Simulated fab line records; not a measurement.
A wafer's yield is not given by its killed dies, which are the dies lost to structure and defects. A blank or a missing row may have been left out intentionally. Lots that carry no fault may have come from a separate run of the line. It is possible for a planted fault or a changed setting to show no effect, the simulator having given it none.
fab line records	flow sky130
record: lots: 7	wafers: 21	last-day: 50
route steps=708 shown LDD_N@249 LDD_P@255 PAD_OPEN@708
lots that met no fault: taken from a fault-free run of the same line
start-h: the number of hours between the record's first day and the start of the first shown wafer of the lot	wait-h: hours since the lot's step before	" as in the row above	L1.1+2: one row covering several wafers at once	- no value, or no start given	* or withheld: withheld	< > ~ a bound
route shown NAME@n: a module of which the file shows steps, and the number in the route of the first	usual: mean/standard deviation taken from wafers without a fault	same: alike in all rows	chamber/n: place in a boat	sites: each site's reading	_std_site: the values' standard deviation	_edge_site: inner sites' mean taken away from outer sites' mean	radius-mm: how far each site lies from the wafer's centre	mask NAME#n: copy n	behind: the last tool/chamber to shape the wafer	hold: the reason the lot was held/the length of the hold in hours/how it ended	device: whichever transistor did not switch (one of n, p or np)	end of line: tests of these same wafers at the route's end	a step without rows: its recipe alone	killed: not the wafer's yield, but the dies lost to structure and defects at the first sort	map: shows each die of a wafer: x if killed, . if not, _ if none is there
set.NAME: setting as actually run; set.NAME@STEP: the setting as run at that earlier step	model.NAME: the simulator's own value behind a step, which no gauge read
a table for each step, a row for each wafer; lots at some steps of the route
services: from which hour (start-h, from the record's first day; less than 0 if before it) a tool's chamber was out of use, for how many hours, and why
== steps ==
step: SKY_LDD_N_IMPLANT_12
recipe: species: BF2	energy-kev: 50	dose-cm2: 5e+12	tilt-deg: 30	rotation-deg: 0
step: SKY_LDD_N_IMPLANT_13
recipe: species: BF2	energy-kev: 50	dose-cm2: 5e+12	tilt-deg: 30	rotation-deg: 90
step: SKY_LDD_N_IMPLANT_14
recipe: species: BF2	energy-kev: 50	dose-cm2: 5e+12	tilt-deg: 30	rotation-deg: 180
step: SKY_LDD_N_IMPLANT_15
recipe: species: BF2	energy-kev: 50	dose-cm2: 5e+12	tilt-deg: 30	rotation-deg: 270
step: SKY_LDD_N_STRIP_16
recipe: chemistry: O2/N2	power-w: 1400	pressure-mtorr: 1500	platen-temp-c: withheld	o2-flow-sccm: 3000	n2-flow-sccm: 300	overash-fraction: 0.5
usual: drypump-motor-current-A: 5.9/0.62	oes-product-au: 0.407/0.0047	strip-time-to-endpoint-s: 4.312/0.016
same: overash-fraction: 0.5
lot.wafer	tool	chamber	start-h	wait-h	drypump-motor-current-A	oes-product-au	rf-hours-counter-h	strip-time-to-endpoint-s
L942.1	plasma-asher-04	1	444.50	0.1	6.7	0.407	1	4.292
L942.4	"	1	"	"	6.7	0.393	-	4.290
L942.6	"	0	"	"	5.2	0.418	-	4.311
L948.1	plasma-asher-03	1	484.83	0.1	5.3	0.417	34	4.323
L948.2	"	0	"	"	6.2	0.409	34	4.307
L948.3	"	1	"	"	5.3	0.414	-	4.334
L954.1	plasma-asher-02	0	536.62	0.1	5.8	0.410	72	4.279
L954.4	"	1	"	"	6.5	0.403	-	4.323
L954.6	"	0	"	"	5.8	0.395	-	4.311
L955.1	plasma-asher-02	0	540.83	0.1	5.8	0.406	72	4.313
L955.2	"	1	"	"	6.5	0.412	72	4.300
L955.6	"	0	"	"	5.8	0.405	-	4.306
L957.1	plasma-asher-03	0	566.17	0.1	6.2	0.410	42	4.311
L957.2	"	1	"	"	5.3	0.407	42	4.315
L957.3	"	1	"	"	5.3	0.406	-	4.320
L958.2	plasma-asher-04	0	571.50	0.1	5.2	0.414	15	4.308
L958.5	"	1	"	"	6.7	0.406	-	4.313
L958.6	"	0	"	"	5.2	0.409	-	4.301
L960.2	plasma-asher-04	1	585.60	0.1	6.7	0.408	16	4.326
L960.3	"	0	"	"	5.1	0.404	-	4.335
L960.4	"	1	"	"	6.7	0.409	-	4.328
step: SKY_LDD_N_TW_MEAS_17
usual: LDD_N_TW: 2599/19
lot.wafer	tool	chamber	start-h	wait-h	LDD_N_TW
L942.1	film-metro-01	-	444.60	0.1	2574
L942.4	"	-	"	"	2576
L942.6	"	-	"	"	2586
L948.1	film-metro-02	-	484.93	0.1	2591
L948.2	"	-	"	"	2592
L948.3	"	-	"	"	2599
L954.1	film-metro-04	-	536.72	0.1	2627
L954.4	"	-	"	"	2623
L954.6	"	-	"	"	2619
L955.1	film-metro-02	-	540.93	0.1	2606
L955.2	"	-	"	"	2607
L955.6	"	-	"	"	2622
L957.1	film-metro-01	-	566.27	0.1	2576
L957.2	"	-	"	"	2578
L957.3	"	-	"	"	2570
L958.2	film-metro-04	-	571.61	0.1	2601
L958.5	"	-	"	"	2596
L958.6	"	-	"	"	2608
L960.2	film-metro-04	-	585.71	0.1	2648
L960.3	"	-	"	"	2621
L960.4	"	-	"	"	2639
step: SKY_LDD_P_DEHYDRATE_00
recipe: temp-c: 200	time-s: 60
step: SKY_LDD_P_HMDS_01
recipe: prime-time-s: 60	prime-temp-c: 120
step: SKY_LDD_P_COAT_02
recipe: resist: NOVOLAK	spin-rpm: 3000	resist-thk-nm: 1140
step: SKY_LDD_P_SOFTBAKE_03
recipe: temp-c: 90	time-s: 60	resist: NOVOLAK
step: SKY_LDD_P_EXPOSE_04
recipe: mask-id: PSDM	na: 0.6	source-shape: conventional	sigma-outer: 0.6	polarization: unpolarized	target-cd-nm: 380	dose-mj: 138
step: SKY_LDD_P_PEB_05
recipe: temp-c: withheld	time-s: *	resist: NOVOLAK
step: SKY_LDD_P_DEVELOP_06
recipe: resist: NOVOLAK	developer: TMAH	develop-time-s: 60	dev-temp-c: 23
lot.wafer	tool	chamber	start-h	wait-h
L942.1+4+6	litho-track-04	0	474.98	0.1
L948.1+2+3	litho-track-02	0	514.31	0.1
L954.1+4+6	litho-track-04	0	566.28	0.1
L955.1+2+6	litho-track-01	0	570.20	0.1
L957.1+2+3	litho-track-04	0	594.33	0.1
L958.2+5+6	litho-track-04	0	600.26	0.1
L960.2+3+4	litho-track-01	0	614.22	0.1
step: SKY_LDD_P_CD_MEAS_07
recipe: target-cd-nm: 380
usual: cd-nm: 380.0/2.9
lot.wafer	tool	chamber	start-h	wait-h	cd-nm
L942.1	cd-sem-01	-	475.13	0.1	382.4
L942.4	"	-	"	"	381.9
L942.6	"	-	"	"	378.3
L948.1	cd-sem-02	-	514.46	0.1	381.3
L948.2	"	-	"	"	380.7
L948.3	"	-	"	"	384.0
L954.1	cd-sem-02	-	566.43	0.1	390.8
L954.4	"	-	"	"	390.6
L954.6	"	-	"	"	389.1
L955.1	cd-sem-01	-	570.35	0.1	379.7
L955.2	"	-	"	"	380.6
L955.6	"	-	"	"	381.2
L957.1	cd-sem-01	-	594.48	0.1	391.5
L957.2	"	-	"	"	386.7
L957.3	"	-	"	"	387.4
L958.2	cd-sem-02	-	600.40	0.1	393.6
L958.5	"	-	"	"	393.8
L958.6	"	-	"	"	395.5
L960.2	cd-sem-01	-	614.37	0.1	382.3
L960.3	"	-	"	"	382.4
L960.4	"	-	"	"	383.8
step: SKY_LDD_P_OVL_MEAS_08
usual: LDD_P_OVL: -1.2/1.4
lot.wafer	tool	chamber	start-h	wait-h	LDD_P_OVL[nm]
L942.1	overlay-01	-	475.25	0.1	0.8
L942.4	"	-	"	"	0.3
L942.6	"	-	"	"	1.5
L948.1	overlay-01	-	514.58	0.1	0.1
L948.2	"	-	"	"	0.8
L948.3	"	-	"	"	-0.4
L954.1	overlay-01	-	566.55	0.1	-0.4
L954.4	"	-	"	"	-2.6
L954.6	"	-	"	"	0.1
L955.1	overlay-02	-	570.47	0.1	-1.1
L955.2	"	-	"	"	-2.1
L955.6	"	-	"	"	-1.8
L957.1	overlay-02	-	594.62	0.1	-2.5
L957.2	"	-	"	"	-2.8
L957.3	"	-	"	"	-3.0
L958.2	overlay-02	-	600.51	0.1	-1.9
L958.5	"	-	"	"	-2.9
L958.6	"	-	"	"	-3.6
L960.2	overlay-02	-	614.47	0.1	-1.7
L960.3	"	-	"	"	-3.3
L960.4	"	-	"	"	-0.8
step: SKY_PAD_OPEN_PROBE_99
usual: killed_at_M0_to_M3: 44/7.4	killed_at_M4_up: 3.1/1.8	killed-at-contacts: 24/5.6	killed-at-front-end: 15/4.9	killed-at-other: 0.4/0.59	killed-dies: 87/9.8	killed-on-rim: 17/4	killed-open: 47/7.2	killed-short: 39/6.8
same: gross-dies: 492	killed-at-back-side: 0
lot.wafer	tool	chamber	start-h	wait-h	killed_at_M0_to_M3	killed_at_M4_up	killed-at-contacts	killed-at-front-end	killed-at-other	killed-dies	killed-on-rim	killed-open	killed-short
L942.1	prober-01	-	1107.59	0.1	42	3	21	10	0	76	17	37	39
L942.4	prober-01	-	1107.74	0.2	47	0	22	15	0	84	12	44	40
L942.6	prober-01	-	1107.84	0.2	41	4	16	18	1	80	14	43	36
L948.1	prober-02	-	1129.74	0.1	45	5	20	17	0	87	18	41	46
L948.2	prober-02	-	1129.79	0.1	48	5	20	17	1	91	23	47	44
L948.3	prober-02	-	1129.84	0.2	62	3	15	20	0	100	22	56	44
L954.1	prober-02	-	1163.31	0.1	57	1	22	20	0	100	19	58	42
L954.4	prober-02	-	1163.46	0.2	43	1	20	27	0	91	19	56	35
L954.6	prober-02	-	1163.56	0.2	42	4	15	12	0	73	16	34	39
L955.1	prober-01	-	1165.29	0.1	35	1	16	7	0	59	12	31	28
L955.2	prober-01	-	1165.34	0.1	45	0	24	12	0	81	9	56	25
L955.6	prober-01	-	1165.54	0.2	64	1	24	15	0	104	22	68	36
L957.1	prober-01	-	1177.98	0.1	34	3	35	10	1	83	15	51	31
L957.2	prober-01	-	1178.03	0.1	49	3	22	15	0	89	23	47	42
L957.3	prober-01	-	1178.08	0.2	34	3	28	18	1	84	13	55	29
L958.2	prober-02	-	1184.55	0.1	46	6	32	19	0	103	22	52	51
L958.5	prober-02	-	1184.70	0.2	39	0	23	14	0	76	17	41	35
L958.6	prober-02	-	1184.75	0.2	42	4	25	12	0	83	17	42	41
L960.2	prober-02	-	1189.84	0.1	41	2	21	16	0	80	12	47	33
L960.3	prober-02	-	1189.89	0.2	38	1	26	13	1	79	13	46	33
L960.4	prober-02	-	1189.94	0.2	43	3	21	20	2	89	22	38	50
killed by level:class
L942.1 LI_CONTACT:geometric-particle:open=7 CONTACT:geometric-particle:open=7 METAL1:geometric-particle:short=6 METAL2:geometric-particle:short=6 VIA2:geometric-particle:open=5 VIA2:geometric-particle:short=5 SPACER:geometric-particle:short=4 VIA1:geometric-particle:open=4
L942.4 VIA1:geometric-particle:open=11 CONTACT:geometric-particle:open=9 LI_CONTACT:geometric-particle:open=6 VIA1:geometric-particle:short=6 VIA2:geometric-particle:open=6 VIA3:geometric-particle:open=5 METAL3:geometric-particle:short=5 FIELD_ISO:geometric-particle:short=4
L942.6 VIA3:geometric-particle:open=9 VIA2:geometric-particle:open=8 VIA1:geometric-particle:open=8 CONTACT:geometric-particle:open=6 SPACER:geometric-particle:short=5 LI_CONTACT:geometric-particle:short=4 METAL3:geometric-particle:short=4 METAL4:geometric-particle:short=4
L948.1 METAL2:geometric-particle:short=10 VIA1:geometric-particle:open=9 FIELD_ISO:geometric-particle:open=6 VIA3:geometric-particle:open=6 CONTACT:geometric-particle:open=5 LI_CONTACT:geometric-particle:open=5 LOCAL_INTERCONNECT:geometric-particle:short=5 METAL1:geometric-particle:short=5
L948.2 VIA1:geometric-particle:open=11 FIELD_ISO:geometric-particle:short=7 CONTACT:geometric-particle:open=7 VIA3:geometric-particle:open=7 CONTACT:geometric-particle:short=6 METAL2:geometric-particle:short=6 METAL1:geometric-particle:short=5 VIA2:geometric-particle:open=5
L948.3 VIA1:geometric-particle:open=16 METAL2:geometric-particle:short=11 FIELD_ISO:geometric-particle:open=10 VIA2:geometric-particle:open=8 FIELD_ISO:geometric-particle:short=7 METAL1:geometric-particle:short=6 VIA1:geometric-particle:short=6 LI_CONTACT:geometric-particle:open=5
L954.1 VIA1:geometric-particle:open=11 VIA3:geometric-particle:open=11 CONTACT:geometric-particle:open=10 POLY_GATE:geometric-particle:open=6 METAL1:geometric-particle:short=6 LI_CONTACT:geometric-particle:open=5 CONTACT:geometric-particle:short=5 METAL2:geometric-particle:short=5
L954.4 VIA1:geometric-particle:open=13 LI_CONTACT:geometric-particle:open=9 FIELD_ISO:geometric-particle:open=8 CONTACT:geometric-particle:open=7 METAL2:geometric-particle:short=7 POLY_GATE:geometric-particle:open=6 VIA2:geometric-particle:open=6 METAL3:geometric-particle:short=4
L954.6 VIA3:geometric-particle:open=7 VIA1:geometric-particle:short=7 VIA1:geometric-particle:open=6 METAL2:geometric-particle:short=6 POLY_GATE:geometric-particle:short=5 LI_CONTACT:geometric-particle:open=5 CONTACT:geometric-particle:short=5 CONTACT:geometric-particle:open=5
L955.1 VIA1:geometric-particle:open=8 METAL1:geometric-particle:short=6 LOCAL_INTERCONNECT:geometric-particle:short=5 VIA2:geometric-particle:open=5 LI_CONTACT:geometric-particle:open=4 CONTACT:geometric-particle:open=4 VIA1:geometric-particle:short=4 VIA3:geometric-particle:open=3
L955.2 VIA1:geometric-particle:open=13 CONTACT:geometric-particle:open=9 VIA2:geometric-particle:open=9 LI_CONTACT:geometric-particle:open=8 VIA3:geometric-particle:open=7 METAL2:geometric-particle:short=6 FIELD_ISO:geometric-particle:open=4 LOCAL_INTERCONNECT:geometric-particle:short=4
L955.6 VIA1:geometric-particle:open=27 LI_CONTACT:geometric-particle:open=9 CONTACT:geometric-particle:open=9 METAL2:geometric-particle:short=8 VIA2:geometric-particle:open=8 FIELD_ISO:geometric-particle:short=7 VIA3:geometric-particle:open=7 METAL1:geometric-particle:short=6
L957.1 LI_CONTACT:geometric-particle:open=12 CONTACT:geometric-particle:open=12 VIA1:geometric-particle:open=8 VIA3:geometric-particle:open=6 VIA1:geometric-particle:short=5 VIA3:geometric-particle:short=4 CONTACT:geometric-particle:short=4 VIA2:geometric-particle:open=4
L957.2 VIA1:geometric-particle:open=9 VIA3:geometric-particle:open=9 VIA2:geometric-particle:open=8 VIA2:geometric-particle:short=8 METAL1:geometric-particle:short=7 LI_CONTACT:geometric-particle:open=6 LI_CONTACT:geometric-particle:short=4 LOCAL_INTERCONNECT:geometric-particle:short=4
L957.3 CONTACT:geometric-particle:open=11 FIELD_ISO:geometric-particle:open=8 LI_CONTACT:geometric-particle:open=8 VIA3:geometric-particle:open=8 VIA1:geometric-particle:open=7 CONTACT:geometric-particle:short=5 VIA2:geometric-particle:open=4 METAL1:geometric-particle:short=4
L958.2 CONTACT:geometric-particle:open=11 VIA1:geometric-particle:open=9 VIA3:geometric-particle:open=9 METAL2:geometric-particle:short=8 LOCAL_INTERCONNECT:geometric-particle:short=7 FIELD_ISO:geometric-particle:open=6 CONTACT:geometric-particle:short=6 METAL4:geometric-particle:short=6
L958.5 CONTACT:geometric-particle:open=10 VIA1:geometric-particle:open=8 CONTACT:geometric-particle:short=6 METAL2:geometric-particle:short=6 VIA2:geometric-particle:open=6 FIELD_ISO:geometric-particle:short=5 POLY_GATE:geometric-particle:short=5 LI_CONTACT:geometric-particle:open=5
L958.6 METAL1:geometric-particle:short=11 VIA1:geometric-particle:open=11 LI_CONTACT:geometric-particle:open=8 CONTACT:geometric-particle:short=8 CONTACT:geometric-particle:open=6 VIA3:geometric-particle:open=5 FIELD_ISO:geometric-particle:open=4 METAL2:geometric-particle:short=4
L960.2 VIA1:geometric-particle:open=13 LI_CONTACT:geometric-particle:open=8 METAL2:geometric-particle:short=7 POLY_GATE:geometric-particle:short=6 VIA2:geometric-particle:open=6 FIELD_ISO:geometric-particle:open=4 CONTACT:geometric-particle:open=4 VIA3:geometric-particle:open=4
L960.3 LI_CONTACT:geometric-particle:open=11 VIA3:geometric-particle:open=8 CONTACT:geometric-particle:short=7 CONTACT:geometric-particle:open=7 METAL1:geometric-particle:short=5 METAL2:geometric-particle:short=5 VIA2:geometric-particle:open=5 VIA1:geometric-particle:open=4
L960.4 VIA1:geometric-particle:open=11 FIELD_ISO:geometric-particle:short=7 VIA3:geometric-particle:short=7 METAL2:geometric-particle:short=6 POLY_GATE:geometric-particle:short=5 LOCAL_INTERCONNECT:geometric-particle:short=5 CONTACT:geometric-particle:open=5 VIA3:geometric-particle:open=5
== services ==
tool	chamber	start-h	hours	kind
plasma-asher-04	-	421.81	9.0	pm
plasma-asher-04	0	421.81	9.0	vent-cycle
plasma-asher-04	1	421.81	9.0	vent-cycle
plasma-asher-04	0	430.81	-	clean
plasma-asher-04	1	430.81	-	clean
plasma-asher-03	-	454.38	14.6	pm
plasma-asher-04	-	470.35	1.4	repair
plasma-asher-04	-	546.17	2.8	pm
plasma-asher-02	-	552.70	20.2	pm
plasma-asher-04	-	574.57	0.7	repair
== key ==
first-sign: step: SKY_LDD_P_CD_MEAS_07	reading: cd-nm	direction: up	sigmas: 3.8	usual: 380.0	struck: 391.0
effect none on later readings
met-at SKY_LDD_P_DEVELOP_06
struck-wafers L954.1,L954.4,L954.6,L957.1,L957.2,L957.3,L958.2,L958.5,L958.6
tester-left-out L954,L957,L958
onset-between 474.98 566.28
fault: kind: process-parameter-drift	tool: litho-track-04	chamber: -	onset-h: 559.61	steps: SKY_LDD_P_DEVELOP_06	channel: develop-time-s	offset: *	shape: step	end-h: 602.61	acts-in: *	stated: *
tester-left-out: of these lots the tester's yield and bins aren't shown, on N5 and GAA mostly nor the transistor test; their killed dies are dies lost to structure and defects alone, not to doping, threshold or leakage, so they don't give the yield
